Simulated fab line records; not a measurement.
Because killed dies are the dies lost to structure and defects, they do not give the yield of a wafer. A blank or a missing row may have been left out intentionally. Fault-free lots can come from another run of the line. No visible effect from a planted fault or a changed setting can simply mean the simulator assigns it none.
A struck lot beside a sound one ; flow sky130 ; 14 steps out of a route of 708
Sound: wafers L782.1, L782.5, L782.6. The struck wafers were L789.1, L789.3, L789.4. At the end, the cause is stated.
Order at every step that has rows: each side's tool, ch and its chambers, its first start. Under that, the readings that differ: sound wafers ; struck wafers ; difference of the means ; sigmas: that difference in standard deviations of wafers without a fault.
alike: readings whose means differ by less than 2 such deviations, and words and numbers that are the same on both sides. not compared: withheld readings, readings that some wafer has no value for, bounds like >300 that may hide the same value, and numbers for which the record gives no deviation and whose values overlap.
A row with sigmas, a row that says differs or no value, or rows on one side alone: a step with any of these is where the two part. Non-overlapping numbers with no deviation appear without sigmas and do not part them. A reading that every wafer of one side lacks parts them only if that side has two wafers or more.

SKY_LI_CONTACT_THK_MEAS_23: measures by xrf.
  sound: film-metro-03 at day 30 05:52; struck: film-metro-02 at day 32 10:59
  alike: LI_CONTACT_W_THK
SKY_LI_CONTACT_CMP_24: polishes, stops on PSG, t overpolish 20 s, target thk 0 nm.
  sound on cmp-01 ch 0,3, day 30 05:59; struck on cmp-02 ch 1,2,3, day 32 11:02
  alike: motor-current-A, overpolish-run-s, time-to-endpoint-s
SKY_LOCAL_INTERCONNECT_SPUTTER_00: material TiN, target thk 100 nm, time 83.3 s.
  sound: pvd-sputter-02 at day 30 06:14; struck: pvd-sputter-03 at day 32 11:20
  alike: throttle-valve-pct
SKY_LOCAL_INTERCONNECT_RS_MEAS_01: measures by four-point-probe.
  sound: film-metro-02 at day 30 06:18; struck: film-metro-01 at day 32 11:24
  alike: LOCAL_INTERCONNECT_TIN_RS
SKY_LOCAL_INTERCONNECT_THK_MEAS_02: measures by xrf.
  sound: film-metro-02 at day 30 06:25; struck: film-metro-01 at day 32 11:31
  alike: LOCAL_INTERCONNECT_TIN_THK
then, 7 steps without rows for these wafers: SKY_LOCAL_INTERCONNECT_DEHYDRATE_03 (time 60 s); SKY_LOCAL_INTERCONNECT_HMDS_04 (prime time 60 s); SKY_LOCAL_INTERCONNECT_COAT_05 (resist thk 60 nm); SKY_LOCAL_INTERCONNECT_COAT_06 (resist thk 450 nm); SKY_LOCAL_INTERCONNECT_SOFTBAKE_07 (time 90 s); SKY_LOCAL_INTERCONNECT_EXPOSE_08 (exposes mask LI1M, target cd 170 nm); SKY_LOCAL_INTERCONNECT_PEB_09.
SKY_LOCAL_INTERCONNECT_DEVELOP_10: develop time 60 s.
  sound on litho-track-02 ch 0, day 31 10:00; struck on litho-track-03, day 33 14:00
  no value came back on the struck wafers for chill-plate-temp-C (C), develop-time-s (s); on the sound wafers chill-plate-temp-C (C) reads 23.05 22.90 22.98
reading;sound;struck;difference;sigmas
model.KrF-thick_of_LOCAL_INTERCONNECT_COAT_06.thk-nm (nm);436.1 435.4 436;449.5 449.6 449.9;+13.8;
SKY_LOCAL_INTERCONNECT_CD_MEAS_11: the cd target is 170 nm.
  sound: cd-sem-01 at day 31 10:49; struck: cd-sem-01 at day 33 14:28
reading;sound;struck;difference;sigmas
cd-nm (nm);167.0 167.8 167.4;- - -;no value on the struck wafers;

## WHERE THEY PART
First at SKY_LOCAL_INTERCONNECT_DEVELOP_10; last, within this record, at SKY_LOCAL_INTERCONNECT_CD_MEAS_11.

WHY: the cause the simulator had injected
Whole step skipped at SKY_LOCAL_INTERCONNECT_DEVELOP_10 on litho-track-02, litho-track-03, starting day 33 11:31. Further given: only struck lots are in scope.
